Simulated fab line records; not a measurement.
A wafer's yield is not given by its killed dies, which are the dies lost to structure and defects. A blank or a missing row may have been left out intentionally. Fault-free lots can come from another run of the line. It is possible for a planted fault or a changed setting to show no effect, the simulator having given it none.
fab line records	flow sky130
record lots=7	wafers=21	last_day=50
route steps=708 shown VIA3@581
lots that met no fault: taken from a fault-free run of the same line
start_h: hours from the record's opening day to when the first of the lot's shown wafers began	wait_h: how many hours have passed since the lot's step before this one	" same as the row above	L1.1+2: a single row standing in for several wafers	- no value present, or no start provided	* or withheld: withheld	< > ~ a bound
route shown NAME@n: NAME is a module with steps in the file, n the number in the route of the first one	usual: average and standard deviation across the fault-free wafers	same: alike in all rows	chamber/n: place in a boat	sites: readings site by site	_std_site: standard deviation across them	_edge_site: the outer-site mean with the inner-site mean subtracted	radius_mm: for every site, how far away it sits from the centre of the wafer	mask NAME#n: copy n	behind: the tool/chamber that last shaped the wafer	hold: why the lot went on hold/how many hours it stayed there/how the hold came to an end	device: the transistor (n, p or np) that didn't switch	end of line: the same wafers' tests at the end of the route	where a step has no rows: the recipe by itself	killed: the dies lost at the first sort to structure and to defects; this is not the yield of the wafer	map: per-die view of a wafer (x killed, . not killed, _ where there is no die)
set.NAME: the setting as run; set.NAME@STEP: as run at that earlier step	model.NAME: the simulator's own value behind a step, which no gauge read
a table for each step, a row for each wafer; lots at some steps of the route
services: a tool's chamber out of use, with start hour (start_h, from the record's first day; less than 0 if before it), hours out, and reason
## steps
# step SKY_VIA3_SOFTBAKE_08
# recipe temp_c=100	time_s=90	resist=KrF-thick
# step SKY_VIA3_EXPOSE_09
# recipe mask_id=VIM3	na=0.8	source_shape=annular	sigma_inner=0.55	sigma_outer=0.85	target_cd_nm=200	dose_mj=38
# step SKY_VIA3_PEB_10
# recipe peb_temp_c=withheld	peb_time_s=withheld	resist=KrF-thick
# step SKY_VIA3_DEVELOP_11
# recipe develop_time_s=60	resist=KrF-thick	dev_temp_c=21
# step SKY_VIA3_CD_MEAS_12
# recipe target_cd_nm=200
# usual cd_nm=200.2/1.3
lot.wafer	tool	chamber	start_h	wait_h	cd_nm
L179.3	cd_sem-01	-	947.17	-	201.7
L179.4	"	-	"	"	200.8
L179.6	"	-	"	"	200.7
L182.2	cd_sem-02	-	965.85	-	200.3
L182.4	"	-	"	"	200.7
L182.5	"	-	"	"	201.2
L187.1	cd_sem-01	-	1007.99	-	198.8
L187.4	"	-	"	"	199.5
L187.6	"	-	"	"	199.2
L188.4	cd_sem-01	-	1019.89	-	199.6
L188.5	"	-	"	"	200.9
L188.6	"	-	"	"	200.1
L189.2	cd_sem-02	-	1025.90	-	200.4
L189.5	"	-	"	"	199.5
L189.6	"	-	"	"	200.3
L198.1	cd_sem-01	-	1072.73	-	200.9
L198.4	"	-	"	"	200.9
L198.5	"	-	"	"	202.8
L200.2	cd_sem-02	-	1086.95	-	200.0
L200.5	"	-	"	"	199.9
L200.6	"	-	"	"	200.0
# step SKY_VIA3_OVL_MEAS_13
# usual VIA3_OVL=-1/5.1
lot.wafer	tool	chamber	start_h	wait_h	VIA3_OVL[nm]
L179.3	overlay-01	-	947.27	0.1	9
L179.4	"	-	"	"	9
L179.6	"	-	"	"	1
L182.2	overlay-01	-	965.96	0.1	-2
L182.4	"	-	"	"	5
L182.5	"	-	"	"	-2
L187.1	overlay-02	-	1008.11	0.1	2
L187.4	"	-	"	"	-4
L187.6	"	-	"	"	5
L188.4	overlay-01	-	1019.97	0.1	0
L188.5	"	-	"	"	-3
L188.6	"	-	"	"	-4
L189.2	overlay-01	-	1026.01	0.1	-7
L189.5	"	-	"	"	-8
L189.6	"	-	"	"	-4
L198.1	overlay-02	-	1072.85	0.1	-4
L198.4	"	-	"	"	-8
L198.5	"	-	"	"	-5
L200.2	overlay-01	-	1087.06	0.1	-10
L200.5	"	-	"	"	-4
L200.6	"	-	"	"	-6
# step SKY_VIA3_ETCH_14
# recipe chemistry=N2/H2	target=BARC	ion_energy_ev=200	source_w=500	bias_w=100	pressure_mtorr=30	n2_flow_sccm=100	h2_flow_sccm=200	stop_on=SiO2	time_s=45.9	target_depth_a=600
# usual drypump_motor_current_A=5.7/0.34	n2_flow_sccm=100.0/0.34	oes_product_au=0.855/0.0054	throttle_valve_pct=13.224/0.0092
# same time_s=45.9
lot.wafer	tool	chamber	start_h	wait_h	drypump_motor_current_A	n2_flow_sccm	oes_product_au	rf_hours_counter_h	throttle_valve_pct
L179.3	rie_diel-02	1	947.29	0.0	5.7	100.2	0.864	19	13.229
L179.4	"	0	"	"	5.4	100.5	0.856	22	13.238
L179.6	"	2	"	"	5.3	99.9	0.859	-	13.240
L182.2	rie_diel-03	3	965.99	0.0	6.0	99.3	0.861	18	13.197
L182.4	"	1	"	"	5.8	100.3	0.848	17	13.221
L182.5	"	0	"	"	6.1	99.9	0.854	-	13.237
L187.1	rie_diel-03	2	1008.15	0.0	5.2	99.8	0.853	12	13.225
L187.4	"	0	"	"	6.1	100.0	0.858	-	13.223
L187.6	"	2	"	"	5.2	99.6	0.850	-	13.222
L188.4	rie_diel-03	1	1019.99	0.0	5.8	99.8	0.850	19	13.216
L188.5	"	2	"	"	5.2	99.4	0.854	-	13.217
L188.6	"	3	"	"	6.0	99.7	0.851	-	13.224
L189.2	rie_diel-03	1	1026.04	0.0	5.8	99.7	0.849	19	13.203
L189.5	"	2	"	"	5.2	100.2	0.847	-	13.235
L189.6	"	3	"	"	6.0	99.4	0.848	-	13.215
L198.1	rie_diel-02	3	1072.89	0.0	5.5	99.7	0.846	10	13.223
L198.4	"	3	"	"	5.5	99.8	0.844	-	13.218
L198.5	"	1	"	"	5.8	99.6	0.852	-	13.219
L200.2	rie_diel-04	2	1087.09	0.0	5.2	100.1	0.853	16	13.215
L200.5	"	2	"	"	5.2	100.2	0.856	-	13.235
L200.6	"	3	"	"	6.0	99.5	0.857	-	13.215
# step SKY_VIA3_ETCH_15
# recipe target=SiO2	chemistry=C4F8/O2/Ar	target_depth_nm=507	stop_on=TiN	mask_material=KrF-thick	source_w=1500	bias_w=1200	pressure_mtorr=40	c4f8_flow_sccm=withheld	O2_flow_sccm=6	Ar_flow_sccm=300	time_s=78
# usual oes_product_au=0.945/0.0047
# same time_s=78
lot.wafer	tool	chamber	start_h	wait_h	oes_product_au	rf_hours_counter_h
L179.3	rie_diel-02	1	947.33	0.0	0.950	19
L179.4	"	0	"	"	0.940	22
L179.6	"	2	"	"	0.957	-
L182.2	rie_diel-03	3	966.03	0.0	0.942	18
L182.4	"	1	"	"	0.946	17
L182.5	"	0	"	"	0.941	-
L187.1	rie_diel-03	2	1008.19	0.0	0.940	12
L187.4	"	0	"	"	0.946	-
L187.6	"	2	"	"	0.941	-
L188.4	rie_diel-03	1	1020.03	0.0	0.939	19
L188.5	"	2	"	"	0.945	-
L188.6	"	3	"	"	0.944	-
L189.2	rie_diel-03	1	1026.08	0.0	0.947	19
L189.5	"	2	"	"	0.940	-
L189.6	"	3	"	"	0.949	-
L198.1	rie_diel-02	3	1072.93	0.0	0.945	10
L198.4	"	3	"	"	0.945	-
L198.5	"	1	"	"	0.942	-
L200.2	rie_diel-04	2	1087.13	0.0	0.947	16
L200.5	"	2	"	"	0.946	-
L200.6	"	3	"	"	0.941	-
# step SKY_VIA3_STRIP_16
# recipe chemistry=O2/N2	power_w=1400	pressure_mtorr=1500	platen_temp_c=withheld	o2_flow_sccm=3000	n2_flow_sccm=300	overash_fraction=0.5
# usual drypump_motor_current_A=5.5/0.3	n2_flow_sccm=300.0/0.81	oes_product_au=0.402/0.0049	strip_time_to_endpoint_s=4.13/0.035
lot.wafer	tool	chamber	start_h	wait_h	drypump_motor_current_A	n2_flow_sccm	oes_product_au	rf_hours_counter_h	strip_time_to_endpoint_s
L179.3	plasma_asher-03	1	947.42	0.1	5.5	300.3	0.400	-	4.09
L179.4	"	0	"	"	5.6	300.8	0.403	-	4.13
L179.6	"	1	"	"	5.5	300.8	0.412	-	4.19
L182.2	plasma_asher-04	1	966.09	0.0	5.4	300.3	0.398	115	4.09
L182.4	"	1	"	"	5.4	301.2	0.403	-	4.15
L182.5	"	0	"	"	4.7	300.4	0.396	-	4.09
L187.1	plasma_asher-04	0	1008.25	0.0	4.7	299.1	0.410	120	4.09
L187.4	"	1	"	"	5.4	300.6	0.391	-	4.11
L187.6	"	0	"	"	4.7	298.9	0.396	-	4.07
L188.4	plasma_asher-03	0	1020.13	0.1	5.6	299.6	0.400	-	4.16
L188.5	"	1	"	"	5.5	299.9	0.400	-	4.13
L188.6	"	0	"	"	5.6	299.0	0.408	-	4.16
L189.2	plasma_asher-04	0	1026.14	0.0	4.7	300.2	0.392	121	4.15
L189.5	"	1	"	"	5.3	300.2	0.409	-	4.06
L189.6	"	0	"	"	4.7	300.0	0.398	-	4.13
L198.1	plasma_asher-01	1	1072.99	0.0	5.7	299.4	0.402	31	4.10
L198.4	"	1	"	"	5.6	299.9	0.410	-	4.13
L198.5	"	0	"	"	5.9	299.4	0.403	-	4.08
L200.2	plasma_asher-01	0	1087.19	0.0	5.9	298.5	0.399	32	4.12
L200.5	"	1	"	"	5.6	301.5	0.405	-	4.10
L200.6	"	0	"	"	5.9	300.0	0.398	-	4.17
# step SKY_VIA3_STRIP_17
# recipe chemistry=post_etch_residue_remover	time_s=1200	temp_c=72.5
# step SKY_VIA3_CLEAN_18
# recipe chemistry=IPA	time_s=180	temp_c=25
# step SKY_VIA3_CLEAN_19
# recipe chemistry=O3/DIW	dry=n2_spin
# step SKY_VIA3_SPUTTER_20
# recipe material=TiN	target_thk_nm=20	chamber_pressure_pa=5	power_w=4000	time_s=80
# usual cathode_dc_power_W=3999.9/0.76	chamber_pressure_pa=4.999/0.01	throttle_valve_pct=30.0/0.9	time_s=80/0
lot.wafer	tool	chamber	start_h	wait_h	cathode_dc_power_W	chamber_pressure_pa	throttle_valve_pct	time_s
L179.3	pvd_sputter-03	-	947.98	0.0	4000.0	4.991	29.8	80
L179.4	"	-	"	"	3999.7	4.988	30.4	80
L179.6	"	-	"	"	3999.9	5.002	31.2	80
L182.2	pvd_sputter-01	-	966.72	0.0	4001.1	5.003	30.9	80
L182.4	"	-	"	"	4000.5	4.975	29.2	80
L182.5	"	-	"	"	4001.3	4.988	29.2	80
L187.1	pvd_sputter-02	-	1008.84	0.0	-	-	-	-
L187.4	"	-	"	"	-	-	-	-
L187.6	"	-	"	"	-	-	-	-
L188.4	pvd_sputter-03	-	1020.68	0.0	-	-	-	-
L188.5	"	-	"	"	-	-	-	-
L188.6	"	-	"	"	-	-	-	-
L189.2	pvd_sputter-02	-	1026.73	0.0	-	-	-	-
L189.5	"	-	"	"	-	-	-	-
L189.6	"	-	"	"	-	-	-	-
L198.1	pvd_sputter-01	-	1073.59	0.0	3998.9	5.014	28.6	80
L198.4	"	-	"	"	3999.1	4.998	31.1	80
L198.5	"	-	"	"	3999.9	4.996	28.0	80
L200.2	pvd_sputter-03	-	1087.78	0.0	4001.2	4.991	30.0	80
L200.5	"	-	"	"	4000.5	5.009	30.5	80
L200.6	"	-	"	"	4000.1	4.974	29.7	80
# step SKY_VIA3_CVD_21
# recipe material=W	target_thk_nm=390	time_s=117.31	temp_c=400	pressure_torr=40
# usual heater_power_w=873/47
# same time_s=117.31
lot.wafer	tool	chamber	start_h	wait_h	heater_power_w	since_wet_clean_h
L179.3	cvd_w-02	1	948.08	0.1	922	-
L179.4	"	0	"	"	791	-
L179.6	"	0	"	"	814	-
L182.2	cvd_w-02	1	966.78	0.0	911	563
L182.4	"	0	"	"	790	-
L182.5	"	1	"	"	899	-
L187.1	cvd_w-01	0	1008.90	0.0	848	91
L187.4	"	1	"	"	930	-
L187.6	"	1	"	"	884	-
L188.4	cvd_w-01	0	1020.79	0.1	844	-
L188.5	"	0	"	"	864	-
L188.6	"	1	"	"	909	-
L189.2	cvd_w-01	0	1026.79	0.0	846	109
L189.5	"	0	"	"	861	-
L189.6	"	1	"	"	927	-
L198.1	cvd_w-01	0	1073.65	0.0	827	156
L198.4	"	0	"	"	858	-
L198.5	"	0	"	"	880	-
L200.2	cvd_w-01	0	1087.84	0.0	867	170
L200.5	"	1	"	"	912	-
L200.6	"	0	"	"	871	-
## services
tool	chamber	start_h	hours	kind
rie_diel-04	0	938.29	20.2	repair
plasma_asher-04	-	944.42	2.7	repair
pvd_sputter-02	-	952.40	1.0	repair
pvd_sputter-03	-	985.56	0.9	repair
rie_diel-03	-	987.54	0.5	repair
rie_diel-03	1	1004.63	4.9	repair
plasma_asher-03	-	1009.94	2.8	pm
rie_diel-02	2	1013.54	2.4	repair
pvd_sputter-01	-	1035.01	0.6	repair
plasma_asher-04	-	1045.42	1.6	repair
rie_diel-02	2	1046.76	4.1	repair
plasma_asher-04	-	1055.25	9.0	pm
plasma_asher-04	0	1055.25	9.0	vent_cycle
plasma_asher-04	1	1055.25	9.0	vent_cycle
rie_diel-02	2	1057.46	16.1	repair
plasma_asher-04	0	1064.25	-	clean
plasma_asher-04	1	1064.25	-	clean
plasma_asher-01	-	1064.87	1.6	repair
pvd_sputter-01	-	1070.61	1.1	repair
rie_diel-04	2	1080.93	2.9	repair
rie_diel-03	2	1081.07	3.4	repair
rie_diel-03	3	1084.27	4.8	repair
## key
first_sign step=SKY_VIA3_SPUTTER_20	reading=tool_record	direction=missing
effect none on later readings
met_at SKY_VIA3_SPUTTER_20
struck_wafers L187.1,L187.4,L187.6,L188.4,L188.5,L188.6,L189.2,L189.5,L189.6
later_rows_left_out L187.1,L187.4,L187.6,L188.4,L188.5,L188.6,L189.2,L189.5,L189.6
sort_left_out L187.1,L187.4,L187.6,L188.4,L188.5,L188.6,L189.2,L189.5,L189.6
onset_between 947.98 1008.84
fault kind=skipped_step_whole	tool=pvd_sputter-02,pvd_sputter-03	chamber=-	onset_h=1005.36	steps=SKY_VIA3_SPUTTER_20	scope=struck_lots_only
# sort_left_out: the simulated sort isn't trusted on such a fault, so these wafers' sort isn't shown, and their yield isn't known
# later_rows_left_out: the simulator's readings of these wafers behind a module that went badly wrong aren't trusted and aren't shown, but for the sort
